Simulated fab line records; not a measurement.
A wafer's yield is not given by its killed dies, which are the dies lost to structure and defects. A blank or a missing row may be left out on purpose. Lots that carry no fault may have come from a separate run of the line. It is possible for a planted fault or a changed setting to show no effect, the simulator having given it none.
Which tool was responsible? || flow gf180mcu || 12 lots, 36 wafers sampled, at 6 steps of a route of 602

WHAT THE GAUGES SHOWED, per wafer
GF_STI_THK_MEAS_04. Usual: STI_CVD_03_THK 206.8 nm, standard deviation 2.1.
{"lot": "L602", "measured": "day 1 13:34", "on": "film-metro-02", "STI_CVD_03_THK (nm)": "209.7 207.6 209.0", "flag": ""}
{"lot": "L604", "measured": "day 1 23:34", "on": "film-metro-04", "STI_CVD_03_THK (nm)": "207.0 206.9 205.7", "flag": ""}
{"lot": "L605", "measured": "day 2 04:35", "on": "film-metro-02", "STI_CVD_03_THK (nm)": "206.2 206.3 207.0", "flag": ""}
{"lot": "L606", "measured": "day 2 10:25", "on": "film-metro-01", "STI_CVD_03_THK (nm)": "205.4 204.9 205.9", "flag": ""}
{"lot": "L607", "measured": "day 2 14:39", "on": "film-metro-04", "STI_CVD_03_THK (nm)": "207.3 205.1 208.0", "flag": ""}
{"lot": "L608", "measured": "day 2 19:34", "on": "film-metro-04", "STI_CVD_03_THK (nm)": "207.2 206.0 205.8", "flag": ""}
{"lot": "L609", "measured": "day 3 02:01", "on": "film-metro-04", "STI_CVD_03_THK (nm)": "205.0 207.8 206.9", "flag": ""}
{"lot": "L612", "measured": "day 3 15:34", "on": "film-metro-01", "STI_CVD_03_THK (nm)": "196.1 184.7 178.0", "flag": "OFF"}
{"lot": "L613", "measured": "day 3 20:41", "on": "film-metro-01", "STI_CVD_03_THK (nm)": "166.0 192.9 196.7", "flag": "OFF"}
{"lot": "L616", "measured": "day 4 13:14", "on": "film-metro-01", "STI_CVD_03_THK (nm)": "203.7 202.8 202.2", "flag": ""}
{"lot": "L620", "measured": "day 5 08:05", "on": "film-metro-04", "STI_CVD_03_THK (nm)": "207.4 207.1 209.3", "flag": ""}
{"lot": "L625", "measured": "day 6 08:34", "on": "film-metro-02", "STI_CVD_03_THK (nm)": "210.0 208.0 208.3", "flag": ""}

GF_VT_IMPLANT_RS_MEAS_46: uses a four-point probe to measure. Usual: MVSD_RS 456.8 ohm/sq, standard deviation 1.3.
{"lot": "L602", "measured": "day 7 12:29", "on": "film-metro-03", "MVSD_RS (ohm/sq)": "457.4 457.6 457.4", "flag": ""}
{"lot": "L604", "measured": "day 8 02:13", "on": "film-metro-01", "MVSD_RS (ohm/sq)": "458.5 457.5 458.8", "flag": ""}
{"lot": "L605", "measured": "day 8 06:40", "on": "film-metro-03", "MVSD_RS (ohm/sq)": "457.2 458.6 457.9", "flag": ""}
{"lot": "L606", "measured": "day 8 18:47", "on": "film-metro-03", "MVSD_RS (ohm/sq)": "455.2 457.4 455.6", "flag": ""}
{"lot": "L607", "measured": "day 8 23:53", "on": "film-metro-04", "MVSD_RS (ohm/sq)": "455.3 454.6 455.4", "flag": ""}
{"lot": "L608", "measured": "day 9 03:56", "on": "film-metro-03", "MVSD_RS (ohm/sq)": "458.2 456.9 457.0", "flag": ""}
{"lot": "L609", "measured": "day 9 11:43", "on": "film-metro-03", "MVSD_RS (ohm/sq)": "456.4 456.6 456.3", "flag": ""}
{"lot": "L612", "measured": "day 10 11:34", "on": "film-metro-03", "MVSD_RS (ohm/sq)": "458.2 457.0 457.8", "flag": ""}
{"lot": "L613", "measured": "day 10 17:06", "on": "film-metro-04", "MVSD_RS (ohm/sq)": "454.7 455.4 453.5", "flag": ""}
{"lot": "L616", "measured": "day 11 13:17", "on": "film-metro-03", "MVSD_RS (ohm/sq)": "456.5 458.0 457.8", "flag": ""}
{"lot": "L620", "measured": "day 12 13:59", "on": "film-metro-04", "MVSD_RS (ohm/sq)": "455.6 455.6 455.8", "flag": ""}
{"lot": "L625", "measured": "day 14 01:10", "on": "film-metro-04", "MVSD_RS (ohm/sq)": "457.5 457.2 459.2", "flag": ""}

GF_VT_IMPLANT_RS_MEAS_49: uses a four-point probe to measure. Usual: MVPSD_RS 1168.6 ohm/sq, standard deviation 2.8.
{"lot": "L602", "measured": "day 7 12:51", "on": "film-metro-03", "MVPSD_RS (ohm/sq)": "1169.4 1168.8 1168.9", "flag": ""}
{"lot": "L604", "measured": "day 8 02:35", "on": "film-metro-01", "MVPSD_RS (ohm/sq)": "1170.3 1171.2 1170.0", "flag": ""}
{"lot": "L605", "measured": "day 8 07:02", "on": "film-metro-03", "MVPSD_RS (ohm/sq)": "1170.6 1169.6 1169.7", "flag": ""}
{"lot": "L606", "measured": "day 8 19:09", "on": "film-metro-03", "MVPSD_RS (ohm/sq)": "1168.5 1164.8 1169.0", "flag": ""}
{"lot": "L607", "measured": "day 9 00:14", "on": "film-metro-04", "MVPSD_RS (ohm/sq)": "1167.5 1165.4 1166.4", "flag": ""}
{"lot": "L608", "measured": "day 9 04:18", "on": "film-metro-03", "MVPSD_RS (ohm/sq)": "1168.2 1167.8 1168.0", "flag": ""}
{"lot": "L609", "measured": "day 9 12:05", "on": "film-metro-03", "MVPSD_RS (ohm/sq)": "1167.0 1171.6 1169.7", "flag": ""}
{"lot": "L612", "measured": "day 10 11:55", "on": "film-metro-03", "MVPSD_RS (ohm/sq)": "1172.0 1171.8 1169.6", "flag": ""}
{"lot": "L613", "measured": "day 10 17:28", "on": "film-metro-04", "MVPSD_RS (ohm/sq)": "1164.0 1163.1 1164.3", "flag": ""}
{"lot": "L616", "measured": "day 11 13:39", "on": "film-metro-03", "MVPSD_RS (ohm/sq)": "1168.5 1166.0 1167.4", "flag": ""}
{"lot": "L620", "measured": "day 12 14:21", "on": "film-metro-04", "MVPSD_RS (ohm/sq)": "1164.9 1167.8 1166.4", "flag": ""}
{"lot": "L625", "measured": "day 14 01:31", "on": "film-metro-04", "MVPSD_RS (ohm/sq)": "1168.1 1166.1 1169.6", "flag": ""}

GF_DUAL_GATE_OVL_MEAS_11. Usual: DUAL_GATE_OVL 0.0 nm, standard deviation 1.3.
{"lot": "L602", "measured": "day 8 06:27", "on": "overlay-02", "DUAL_GATE_OVL (nm)": "1.1 2.2 1.4", "flag": ""}
{"lot": "L604", "measured": "day 8 21:09", "on": "overlay-02", "DUAL_GATE_OVL (nm)": "0.2 -0.7 1.0", "flag": ""}
{"lot": "L605", "measured": "day 9 05:33", "on": "overlay-02", "DUAL_GATE_OVL (nm)": "-0.6 1.4 1.2", "flag": ""}
{"lot": "L606", "measured": "day 9 13:24", "on": "overlay-01", "DUAL_GATE_OVL (nm)": "2.4 1.0 1.2", "flag": ""}
{"lot": "L607", "measured": "day 9 21:19", "on": "overlay-02", "DUAL_GATE_OVL (nm)": "-1.4 -0.5 -0.4", "flag": ""}
{"lot": "L608", "measured": "day 9 23:39", "on": "overlay-01", "DUAL_GATE_OVL (nm)": "1.0 -0.5 -1.4", "flag": ""}
{"lot": "L609", "measured": "day 10 07:18", "on": "overlay-02", "DUAL_GATE_OVL (nm)": "0.8 0.9 0.5", "flag": ""}
{"lot": "L612", "measured": "day 11 08:40", "on": "overlay-01", "DUAL_GATE_OVL (nm)": "-0.1 -0.9 -2.4", "flag": ""}
{"lot": "L613", "measured": "day 11 13:43", "on": "overlay-01", "DUAL_GATE_OVL (nm)": "0.6 -0.3 -0.5", "flag": ""}
{"lot": "L616", "measured": "day 12 11:18", "on": "overlay-01", "DUAL_GATE_OVL (nm)": "-1.6 -1.3 -0.8", "flag": ""}
{"lot": "L620", "measured": "day 13 11:25", "on": "overlay-01", "DUAL_GATE_OVL (nm)": "-0.5 1.5 1.5", "flag": ""}
{"lot": "L625", "measured": "day 15 01:04", "on": "overlay-02", "DUAL_GATE_OVL (nm)": "0.3 0.6 -1.2", "flag": ""}

WHICH TOOL RAN EACH LOT (tool, then ch and the chambers of the sampled wafers, then the start)
{"lot": "L602", "GF_STI_CVD_03": "lpcvd-01 ch 0, day 1 11:34", "GF_STI_ETCH_13": "rie-diel-03 ch 1,3, day 2 01:06"}
{"lot": "L604", "GF_STI_CVD_03": "lpcvd-01 ch 1, day 1 21:34", "GF_STI_ETCH_13": "rie-diel-03 ch 0,1, day 2 11:13"}
{"lot": "L605", "GF_STI_CVD_03": "lpcvd-02 ch 1, day 2 02:34", "GF_STI_ETCH_13": "rie-diel-01 ch 0,2,3, day 2 15:56"}
{"lot": "L606", "GF_STI_CVD_03": "lpcvd-02 ch 1, day 2 08:26", "GF_STI_ETCH_13": "rie-diel-04 ch 0,1,3, day 2 22:58"}
{"lot": "L607", "GF_STI_CVD_03": "lpcvd-01 ch 1, day 2 12:40", "GF_STI_ETCH_13": "rie-diel-03 ch 1,2,3, day 3 03:02"}
{"lot": "L608", "GF_STI_CVD_03": "lpcvd-01 ch 1, day 2 17:34", "GF_STI_ETCH_13": "rie-diel-01 ch 2,3, day 3 07:47"}
{"lot": "L609", "GF_STI_CVD_03": "lpcvd-01 ch 0, day 3 00:02", "GF_STI_ETCH_13": "rie-diel-01 ch 0,3, day 3 15:05"}
{"lot": "L612", "GF_STI_CVD_03": "lpcvd-01 ch 1, day 3 13:34", "GF_STI_ETCH_13": "rie-diel-04 ch 0,1,3, day 4 05:07"}
{"lot": "L613", "GF_STI_CVD_03": "lpcvd-01 ch 1, day 3 18:41", "GF_STI_ETCH_13": "rie-diel-04 ch 2,3, day 4 09:38"}
{"lot": "L616", "GF_STI_CVD_03": "lpcvd-02 ch 0, day 4 11:14", "GF_STI_ETCH_13": "rie-diel-03 ch 0,1,2, day 5 02:58"}
{"lot": "L620", "GF_STI_CVD_03": "lpcvd-02 ch 0, day 5 06:05", "GF_STI_ETCH_13": "rie-diel-01 ch 0,2, day 5 22:35"}
{"lot": "L625", "GF_STI_CVD_03": "lpcvd-02 ch 0, day 6 06:34", "GF_STI_ETCH_13": "rie-diel-03 ch 1,2,3, day 6 23:52"}
- GF_STI_CVD_03: deposits Si3N4 from DCS/NH3, target thk 207.16 nm, time 3551 s.
- GF_STI_ETCH_13: etches the open film in CHF3/O2, stops on Si, target depth 282.31 nm, time 112.9 s.

AS READ BY THE TOOLS THEMSELVES (means over the sampled wafers that have a number; for cases with no such wafer, the mark the record gives instead)
GF_STI_CVD_03. Usual: pressure-mtorr 250.0 mTorr, standard deviation 0.52; spike-tc-centre-C 770.7 C, standard deviation 1.1; spike-tc-lower-C 770.2 C, standard deviation 1.4; spike-tc-upper-C 770.1 C, standard deviation 1.3; zone-power-centre-pct 13.0 %, standard deviation 0.72; zone-power-upper-pct 12.3 %, standard deviation 0.91.
{"lot": "L602", "tool": "lpcvd-01", "pressure-mtorr (mTorr)": 250.1, "spike-tc-centre-C (C)": 769.2, "spike-tc-lower-C (C)": 769.2, "spike-tc-upper-C (C)": 768.9, "zone-power-centre-pct (%)": 13.8, "zone-power-upper-pct (%)": 11.6, "flag": ""}
{"lot": "L604", "tool": "lpcvd-01", "pressure-mtorr (mTorr)": 250.4, "spike-tc-centre-C (C)": 771.0, "spike-tc-lower-C (C)": 770.0, "spike-tc-upper-C (C)": 770.5, "zone-power-centre-pct (%)": 12.4, "zone-power-upper-pct (%)": 12.1, "flag": ""}
{"lot": "L605", "tool": "lpcvd-02", "pressure-mtorr (mTorr)": 250.3, "spike-tc-centre-C (C)": 770.1, "spike-tc-lower-C (C)": 771.9, "spike-tc-upper-C (C)": 770.2, "zone-power-centre-pct (%)": 13.9, "zone-power-upper-pct (%)": 12.0, "flag": ""}
{"lot": "L606", "tool": "lpcvd-02", "pressure-mtorr (mTorr)": 250.2, "spike-tc-centre-C (C)": 770.3, "spike-tc-lower-C (C)": 772.4, "spike-tc-upper-C (C)": 770.2, "zone-power-centre-pct (%)": 14.0, "zone-power-upper-pct (%)": 11.9, "flag": ""}
{"lot": "L607", "tool": "lpcvd-01", "pressure-mtorr (mTorr)": 250.2, "spike-tc-centre-C (C)": 771.5, "spike-tc-lower-C (C)": 770.4, "spike-tc-upper-C (C)": 771.2, "zone-power-centre-pct (%)": 12.2, "zone-power-upper-pct (%)": 12.0, "flag": ""}
{"lot": "L608", "tool": "lpcvd-01", "pressure-mtorr (mTorr)": 250.1, "spike-tc-centre-C (C)": 771.6, "spike-tc-lower-C (C)": 770.6, "spike-tc-upper-C (C)": 769.8, "zone-power-centre-pct (%)": 12.4, "zone-power-upper-pct (%)": 12.0, "flag": ""}
{"lot": "L609", "tool": "lpcvd-01", "pressure-mtorr (mTorr)": 250.8, "spike-tc-centre-C (C)": 769.1, "spike-tc-lower-C (C)": 769.0, "spike-tc-upper-C (C)": 767.9, "zone-power-centre-pct (%)": 14.0, "zone-power-upper-pct (%)": 11.7, "flag": ""}
{"lot": "L612", "tool": "lpcvd-01", "pressure-mtorr (mTorr)": 250.1, "spike-tc-centre-C (C)": 735.8, "spike-tc-lower-C (C)": 774.2, "spike-tc-upper-C (C)": 774.8, "zone-power-centre-pct (%)": 4.1, "zone-power-upper-pct (%)": 16.1, "flag": "OFF"}
{"lot": "L613", "tool": "lpcvd-01", "pressure-mtorr (mTorr)": 249.6, "spike-tc-centre-C (C)": 736.7, "spike-tc-lower-C (C)": 775.2, "spike-tc-upper-C (C)": 775.0, "zone-power-centre-pct (%)": 4.1, "zone-power-upper-pct (%)": 16.2, "flag": "OFF"}
{"lot": "L616", "tool": "lpcvd-02", "pressure-mtorr (mTorr)": 250.7, "spike-tc-centre-C (C)": 769.9, "spike-tc-lower-C (C)": 769.9, "spike-tc-upper-C (C)": 769.8, "zone-power-centre-pct (%)": 12.5, "zone-power-upper-pct (%)": 14.0, "flag": ""}
{"lot": "L620", "tool": "lpcvd-02", "pressure-mtorr (mTorr)": 250.2, "spike-tc-centre-C (C)": 770.7, "spike-tc-lower-C (C)": 770.2, "spike-tc-upper-C (C)": 770.4, "zone-power-centre-pct (%)": 12.5, "zone-power-upper-pct (%)": 14.0, "flag": ""}
{"lot": "L625", "tool": "lpcvd-02", "pressure-mtorr (mTorr)": 249.8, "spike-tc-centre-C (C)": 770.9, "spike-tc-lower-C (C)": 770.1, "spike-tc-upper-C (C)": 770.8, "zone-power-centre-pct (%)": 12.4, "zone-power-upper-pct (%)": 14.0, "flag": ""}

GF_STI_ETCH_13. Usual: drypump-motor-current-A 6.0 A, standard deviation 0.53; oes-product-au 0.832 a.u., standard deviation 0.0065; throttle-valve-pct 8.811 %, standard deviation 0.0095.
{"lot": "L602", "tool": "rie-diel-03", "drypump-motor-current-A (A)": 6.0, "oes-product-au (a.u.)": 0.832, "throttle-valve-pct (%)": 8.814, "flag": ""}
{"lot": "L604", "tool": "rie-diel-03", "drypump-motor-current-A (A)": 6.1, "oes-product-au (a.u.)": 0.829, "throttle-valve-pct (%)": 8.805, "flag": ""}
{"lot": "L605", "tool": "rie-diel-01", "drypump-motor-current-A (A)": 6.4, "oes-product-au (a.u.)": 0.836, "throttle-valve-pct (%)": 8.810, "flag": ""}
{"lot": "L606", "tool": "rie-diel-04", "drypump-motor-current-A (A)": 5.5, "oes-product-au (a.u.)": 0.828, "throttle-valve-pct (%)": 8.814, "flag": ""}
{"lot": "L607", "tool": "rie-diel-03", "drypump-motor-current-A (A)": 5.9, "oes-product-au (a.u.)": 0.838, "throttle-valve-pct (%)": 8.815, "flag": ""}
{"lot": "L608", "tool": "rie-diel-01", "drypump-motor-current-A (A)": 6.3, "oes-product-au (a.u.)": 0.830, "throttle-valve-pct (%)": 8.813, "flag": ""}
{"lot": "L609", "tool": "rie-diel-01", "drypump-motor-current-A (A)": 6.4, "oes-product-au (a.u.)": 0.830, "throttle-valve-pct (%)": 8.809, "flag": ""}
{"lot": "L612", "tool": "rie-diel-04", "drypump-motor-current-A (A)": 5.5, "oes-product-au (a.u.)": 0.793, "throttle-valve-pct (%)": 8.803, "flag": "OFF"}
{"lot": "L613", "tool": "rie-diel-04", "drypump-motor-current-A (A)": 5.7, "oes-product-au (a.u.)": 0.784, "throttle-valve-pct (%)": 8.796, "flag": "OFF"}
{"lot": "L616", "tool": "rie-diel-03", "drypump-motor-current-A (A)": 5.8, "oes-product-au (a.u.)": 0.822, "throttle-valve-pct (%)": 8.807, "flag": ""}
{"lot": "L620", "tool": "rie-diel-01", "drypump-motor-current-A (A)": 6.5, "oes-product-au (a.u.)": 0.833, "throttle-valve-pct (%)": 8.816, "flag": ""}
{"lot": "L625", "tool": "rie-diel-03", "drypump-motor-current-A (A)": 5.9, "oes-product-au (a.u.)": 0.840, "throttle-valve-pct (%)": 8.816, "flag": ""}

THE ANSWER, worked out from the rows above alone
Rule: lot off if the mean of its wafers having a number is beyond 3 standard deviations from the usual mean. Also off: a lot with no number at a reading for which 4 or more lots have one. Any other lot the step has rows for is counted as sound. First the gauges in route order, then the tools' own readings, where a lot's mean is used as printed above. At the first step where some lot is off, the reading lying furthest off is the one used; lots without a number count as furthest.
Off: L612, L613, seen at GF_STI_THK_MEAS_04 (STI_CVD_03_THK).
If a tool, at a process step before that reading, ran all the lots that are off and no sound lot after the first of them, it fits. Not tried: the gauges at GF_STI_THK_MEAS_04; whatever is off there is also off at GF_STI_CVD_03, on other tools, and gauge error can't account for it. One fits: GF_STI_CVD_03 on lpcvd-01. A fault onset in the window from L609 (day 3 00:02, its last sound lot) to L612 (day 3 13:34, its first lot off) fits.
The tool's own readings at GF_STI_CVD_03 bear it out: on the lots that are off they differ by more than 5 times the standard deviation of the sound lots' means. spike-tc-centre-C reads 736.2 C there against 770.4 C on the sound lots; spike-tc-upper-C reads 774.9 C there against 770.0 C on the sound lots; zone-power-centre-pct reads 4.1 % there against 13.0 % on the sound lots.

WHAT THE SIMULATOR HAD PUT IN
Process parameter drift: lpcvd-01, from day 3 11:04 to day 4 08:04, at GF_STI_CVD_03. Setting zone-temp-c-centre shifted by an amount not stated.
Shown lots that were struck: L612, L613. The rule above reached the same finding.
